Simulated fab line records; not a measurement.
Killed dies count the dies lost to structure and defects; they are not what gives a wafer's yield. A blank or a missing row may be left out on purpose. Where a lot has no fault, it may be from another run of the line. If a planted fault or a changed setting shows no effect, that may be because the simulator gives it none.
Which tool was responsible? / flow sky130 / 12 lots, 36 wafers sampled, at 2 steps of a route of 708

## WHAT THE GAUGES SHOWED, per wafer
SKY_VIA4_OVL_MEAS_11.
lot=L141; measured=day 43 06:22; on=overlay-02; VIA4_OVL (nm)=-0.3 -0.8 -0.3
lot=L142; measured=day 43 09:56; on=overlay-01; VIA4_OVL (nm)=-0.1 0.9 1.7
lot=L143; measured=day 43 11:46; on=overlay-02; VIA4_OVL (nm)=1.1 0.6 0.9
lot=L144; measured=day 43 13:13; on=overlay-01; VIA4_OVL (nm)=-0.1 2.3 0.3
lot=L147; measured=day 44 11:05; on=overlay-02; VIA4_OVL (nm)=1.3 1.4 1.7
lot=L146; measured=day 44 12:39; on=overlay-01; VIA4_OVL (nm)=0.4 1.5 0.8
lot=L148; measured=day 44 16:44; on=overlay-02; VIA4_OVL (nm)=-0.8 0.8 -0.9
lot=L150; measured=day 45 10:00; on=overlay-02; VIA4_OVL (nm)=1.1 0.0 2.3
lot=L153; measured=day 46 06:31; on=overlay-02; VIA4_OVL (nm)=1.6 0.9 1.8
lot=L154; measured=day 46 12:40; on=overlay-01; VIA4_OVL (nm)=-0.3 0.2 0.6
lot=L155; measured=day 46 13:30; on=overlay-01; VIA4_OVL (nm)=-2.2 -2.1 -1.1
lot=L159; measured=day 47 15:44; on=overlay-01; VIA4_OVL (nm)=0.7 2.0 0.8

## WHICH TOOL RAN EACH LOT (tool, then ch and the chambers of the sampled wafers, then the start)
lot=L141; SKY_METAL3_METAL_ETCH_18=rie metal-03 ch 0, day 39 01:29
lot=L142; SKY_METAL3_METAL_ETCH_18=rie metal-02 ch 0,1, day 39 05:01
lot=L143; SKY_METAL3_METAL_ETCH_18=rie metal-01 ch 0,1, day 39 07:16
lot=L144; SKY_METAL3_METAL_ETCH_18=rie metal-02 ch 0,1, day 39 10:07
lot=L147; SKY_METAL3_METAL_ETCH_18=rie metal-02 ch 0, day 40 07:53
lot=L146; SKY_METAL3_METAL_ETCH_18=rie metal-02 ch 0, day 40 10:22
lot=L148; SKY_METAL3_METAL_ETCH_18=rie metal-03 ch 0, day 40 14:56
lot=L150; SKY_METAL3_METAL_ETCH_18=rie metal-02 ch 0,1, day 41 08:16
lot=L153; SKY_METAL3_METAL_ETCH_18=rie metal-02 ch 0,1, day 42 09:38
lot=L154; SKY_METAL3_METAL_ETCH_18=rie metal-02 ch 0,1, day 42 14:49
lot=L155; SKY_METAL3_METAL_ETCH_18=rie metal-02 ch 0,1, day 42 16:52
lot=L159; SKY_METAL3_METAL_ETCH_18=rie metal-01 ch 0,1, day 43 22:22
- SKY_METAL3_METAL_ETCH_18: etches the open film in Cl2/BCl3, stops on SiO2, target depth 845 nm, time 183.1 s.

## AS READ BY THE TOOLS THEMSELVES (means over the sampled wafers that have a number; for cases with no such wafer, the mark the record gives instead)
SKY_METAL3_METAL_ETCH_18.
lot=L141; tool=rie metal-03; drypump motor current A (A)=5.0; oes product au (a.u.)=0.860; throttle valve pct (%)=22.264
lot=L142; tool=rie metal-02; drypump motor current A (A)=5.2; oes product au (a.u.)=0.865; throttle valve pct (%)=22.264
lot=L143; tool=rie metal-01; drypump motor current A (A)=5.4; oes product au (a.u.)=0.863; throttle valve pct (%)=22.265
lot=L144; tool=rie metal-02; drypump motor current A (A)=5.2; oes product au (a.u.)=0.864; throttle valve pct (%)=22.269
lot=L147; tool=rie metal-02; drypump motor current A (A)=5.1; oes product au (a.u.)=0.862; throttle valve pct (%)=22.263
lot=L146; tool=rie metal-02; drypump motor current A (A)=5.1; oes product au (a.u.)=0.859; throttle valve pct (%)=22.269
lot=L148; tool=rie metal-03; drypump motor current A (A)=5.0; oes product au (a.u.)=0.871; throttle valve pct (%)=22.264
lot=L150; tool=rie metal-02; drypump motor current A (A)=5.2; oes product au (a.u.)=0.871; throttle valve pct (%)=22.265
lot=L153; tool=rie metal-02; drypump motor current A (A)=5.2; oes product au (a.u.)=0.855; throttle valve pct (%)=22.258
lot=L154; tool=rie metal-02; drypump motor current A (A)=5.2; oes product au (a.u.)=0.860; throttle valve pct (%)=22.271
lot=L155; tool=rie metal-02; drypump motor current A (A)=5.2; oes product au (a.u.)=0.857; throttle valve pct (%)=22.263
lot=L159; tool=rie metal-01; drypump motor current A (A)=5.4; oes product au (a.u.)=0.876; throttle valve pct (%)=22.263

## THE ANSWER, worked out from the rows above alone
Rule: usual is defined by the lots themselves. Put in order of their means at a reading, lots are off if they are a third of the lots or fewer, leave a main group of 4 or more, and stand apart from it by a gap of 3 or more times the standard deviation of the main group's means; of several such gaps the widest counts. The tables above print the reading to a certain number of digits; a main group whose means all agree to those digits is not used. Also off: a lot with no number at a reading for which 4 or more lots have one. Where the step has rows for the other lots, those lots are counted as sound. First the gauges in route order, then the tools' own readings, where a lot's mean is used as printed above. At the first step where some lot is off, the reading lying furthest off is the one used; lots without a number count as furthest.
Across all readings shown, no lot is off: no conclusion can be drawn from this.

## WHAT THE SIMULATOR HAD PUT IN
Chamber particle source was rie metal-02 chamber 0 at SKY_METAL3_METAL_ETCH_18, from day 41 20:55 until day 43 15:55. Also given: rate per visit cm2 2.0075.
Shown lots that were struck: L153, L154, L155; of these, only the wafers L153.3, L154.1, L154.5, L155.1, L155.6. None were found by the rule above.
